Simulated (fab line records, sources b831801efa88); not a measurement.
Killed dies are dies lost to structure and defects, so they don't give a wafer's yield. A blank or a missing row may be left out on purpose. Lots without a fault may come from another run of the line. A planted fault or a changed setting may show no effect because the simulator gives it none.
Chamber matching | flow gf180mcu | GF_SAB_ETCH_11 on rie_diel-01: 4 sister chambers
The step etches SiO2 in C4F8/O2/Ar, target depth 55 nm, time 8.5 s. 7 wafers are shown with their chamber, then 7 later ones without.

WAFERS WITH THEIR CHAMBER
wafer  | chamber | oes_product_au (a.u.) | bias_w (W)
L080.6 | 1       | 0.996                 | 1203
L082.6 | 2       | 1.016                 | 1203
L094.3 | 1       | 1.001                 | 1203
L094.4 | 3       | 1.029                 | 1203
L094.5 | 0       | 1.003                 | 1201
L095.2 | 3       | 1.024                 | 1200
L095.4 | 0       | 0.987                 | 1196

WAFERS WITHOUT THEIR CHAMBER
wafer  | oes_product_au (a.u.) | bias_w (W)
L095.6 | 0.998                 | 1203
L096.1 | 1.027                 | 1200
L096.2 | 0.997                 | 1201
L096.5 | 0.992                 | 1203
L097.1 | 1.018                 | 1206
L097.3 | 0.995                 | 1202
L097.6 | 1.000                 | 1201

WHICH CHAMBER EACH WENT THROUGH
wafer  | from the rows above          | in truth
L095.6 | can't be placed: 1 or 0      | 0
L096.1 | can't be placed: 3 or 2      | 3
L096.2 | can't be placed: 1 or 0 or 2 | 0
L096.5 | can't be placed: 1 or 0      | 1
L097.1 | can't be placed: 2 or 3 or 1 | 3
L097.3 | can't be placed: 1 or 0      | 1
L097.6 | can't be placed: 1 or 0 or 2 | 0
Placed correctly: 0 of 7. Can't be placed from these rows: 7 (the true chamber is among the candidates in 7). Placed wrongly: 0.
How it was worked out, from the rows above alone: a wafer's distance from a chamber is the root of the sum, over the readings, of the square of ((its reading less the chamber's mean) divided by the reading's scatter). The wafer belongs to the nearest chamber; if the next one is less than 2 further off, it can't be placed. A chamber's mean is the mean of its shown wafers. The scatter: the root of (the sum of the squares of (reading less its chamber's mean) over the shown wafers, divided by (wafers less chambers)).
